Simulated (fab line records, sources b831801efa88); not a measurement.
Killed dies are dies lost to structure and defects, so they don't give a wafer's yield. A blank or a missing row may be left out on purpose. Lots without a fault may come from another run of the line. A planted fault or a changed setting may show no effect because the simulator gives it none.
One fault seen from 2 desks | flow gf180mcu | each desk has only its own numbers; what lay behind them comes last

THE METROLOGY DESK
What the gauges read, lot by lot, whatever tool the lot ran on: means of the sampled wafers that have a number. A lot is out of limits, marked OUT, if its mean lies more than 4 standard deviations from the usual mean; the brackets give that distance.
Columns: A = V5_W_RS at GF_V5_RS_MEAS_24, usual 0.3285 ohm/sq; B = V5_W_THK at GF_V5_THK_MEAS_25, usual 337.5 nm
lot  | first seen here | A                 | B
L555 | day 27 06:25    | 0.3263            | 338.1
L556 | day 27 13:27    | 0.3281            | 338.0
L557 | day 27 23:52    | 0.3289            | 340.7
L558 | day 28 01:12    | 0.3306            | 333.5
L559 | day 28 12:25    | 0.3357            | 334.2
L562 | day 29 09:19    | 0.3296            | 335.7
L564 | day 30 01:31    | 0.3433 (+5.3) OUT | 321.9 (-5.8) OUT
L565 | day 30 04:34    | 0.3348            | 330.5
L573 | day 32 10:24    | 0.3285            | 338.5
L574 | day 32 15:53    | 0.3271            | 338.7
L575 | day 32 17:50    | 0.3305            | 336.2
L576 | day 33 00:17    | 0.3308            | 335.2
L577 | day 33 07:46    | 0.3276            | 338.2
L578 | day 33 12:46    | 0.3290            | 336.9
This desk's finding: out of limits on L564; first on L564, day 30 01:31 (V5_W_RS at GF_V5_RS_MEAS_24). In limits: L555, L556, L557, L558, L559, L562, L565, L573, L574, L575, L576, L577, L578.

THE TOOL OWNER'S DESK: cvd_w-01
The tool's own readings at GF_V5_CVD_23 (deposits W, target thk 350 nm, time 104.9 s): means of the sampled wafers that have a number, for each lot that ran on this tool. A lot is out of limits, marked OUT, if its mean lies more than 4 standard deviations from the usual mean; the brackets give that distance.
Columns: A = chamber_pressure_Torr at GF_V5_CVD_23, usual 40.01 Torr; B = heater_power_w at GF_V5_CVD_23, usual 875 W; C = susceptor_temp_C at GF_V5_CVD_23, usual 400.01 C
lot  | first seen here | A               | B   | C
L555 | day 27 06:17    | 40.04           | 855 | 399.85
L556 | day 27 13:20    | 40.05           | 874 | 399.89
L557 | day 27 23:45    | 40.02           | 828 | 399.97
L558 | day 28 01:05    | 40.15           | 826 | 399.94
L562 | day 29 09:13    | 39.94           | 832 | 400.04
L564 | day 30 01:23    | 36.32 (-41) OUT | 843 | 400.19
L565 | day 30 04:28    | 38.21 (-20) OUT | 854 | 399.98
L574 | day 32 15:47    | 39.98           | 858 | 400.10
L575 | day 32 17:44    | 40.08           | 841 | 399.95
L576 | day 33 00:10    | 39.98           | 844 | 400.09
L577 | day 33 07:40    | 40.05           | 859 | 399.99
L578 | day 33 12:38    | 40.07           | 835 | 399.85
This desk's finding: out of limits on L564, L565; first on L564, day 30 01:23 (chamber_pressure_Torr at GF_V5_CVD_23). In limits: L555, L556, L557, L558, L562, L574, L575, L576, L577, L578.

PUT TOGETHER
The tool owner's desk could have raised an alarm at day 30 01:23, on L564, L565.
The metrology desk could have raised an alarm at day 30 01:31, on L564.
The metrology desk has L565 on record, within its limits.
Of the lots named, all ran GF_V5_CVD_23 on cvd_w-01.

WHAT THE SIMULATOR HAD PUT IN
Process parameter drift: cvd_w-01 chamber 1, from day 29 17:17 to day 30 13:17, at GF_V5_CVD_23. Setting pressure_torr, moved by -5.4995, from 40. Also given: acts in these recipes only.
Lots struck among those shown: L564, L565.
Hours from the fault's start to each desk's first reading out of limits: the tool owner's desk, 8; the metrology desk, 8.
